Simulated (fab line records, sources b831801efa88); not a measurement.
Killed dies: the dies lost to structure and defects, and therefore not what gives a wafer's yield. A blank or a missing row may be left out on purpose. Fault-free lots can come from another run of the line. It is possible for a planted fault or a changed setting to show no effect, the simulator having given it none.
Matching of chambers + flow sky130 + cmp-01 running SKY_VIA1_CMP_24: 4 sister chambers
The step polishes, stops on SiO2, t overpolish 15 s, target thk 0 nm. 8 wafers are shown with their chamber, then 9 later ones without.

== EACH WAFER AND ITS CHAMBER ==
| wafer  | chamber | motor_current_A (A) | time_to_endpoint_s (s) |
|--------|---------|---------------------|------------------------|
| L733.3 | 1       | 12.9                | 66                     |
| L734.1 | 2       | 11.0                | 66                     |
| L734.3 | 3       | 9.6                 | 63                     |
| L736.2 | 1       | 12.6                | 69                     |
| L736.3 | 2       | 11.3                | 64                     |
| L736.6 | 0       | 10.6                | 63                     |
| L740.3 | 0       | 11.2                | 62                     |
| L741.3 | 3       | 10.0                | 64                     |

== WAFERS WITHOUT THEIR CHAMBER ==
| wafer  | motor_current_A (A) | time_to_endpoint_s (s) |
|--------|---------------------|------------------------|
| L750.2 | 11.1                | 68                     |
| L750.4 | 10.3                | 65                     |
| L750.5 | 10.9                | 62                     |
| L751.2 | 11.3                | 71                     |
| L751.4 | 12.2                | 74                     |
| L751.5 | 12.4                | 76                     |
| L752.1 | 10.5                | 70                     |
| L752.3 | 10.2                | 68                     |
| L752.6 | 10.3                | 71                     |

== WHICH CHAMBER EACH ONE RAN IN ==
| wafer  | from the rows above          | in truth |
|--------|------------------------------|----------|
| L750.2 | can't be placed: 2 or 0      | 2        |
| L750.4 | can't be placed: 3 or 0 or 2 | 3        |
| L750.5 | can't be placed: 0 or 2      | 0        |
| L751.2 | can't be placed: 2 or 1 or 0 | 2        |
| L751.4 | 1                            | 1        |
| L751.5 | 1                            | 1        |
| L752.1 | can't be placed: 2 or 3 or 0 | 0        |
| L752.3 | can't be placed: 3 or 2 or 0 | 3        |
| L752.6 | can't be placed: 2 or 3 or 0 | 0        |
2 of 9 placed correctly. Cannot be placed on the basis of these rows: 7; the candidates contain the true chamber in 7. Placed wrongly: 0.
How it was worked out, from the rows above alone: a wafer's distance from a chamber is the root of the sum, over the readings, of the square of ((its reading less the chamber's mean) divided by the reading's scatter). If the next closest chamber is less than 2 further off than the closest, the wafer can't be placed; otherwise it belongs to the closest. A chamber's mean is the mean of its shown wafers. How the scatter is found: for the shown wafers, subtract from each reading the mean of its chamber, square and add these, divide the total by (wafers less chambers), then take the root.
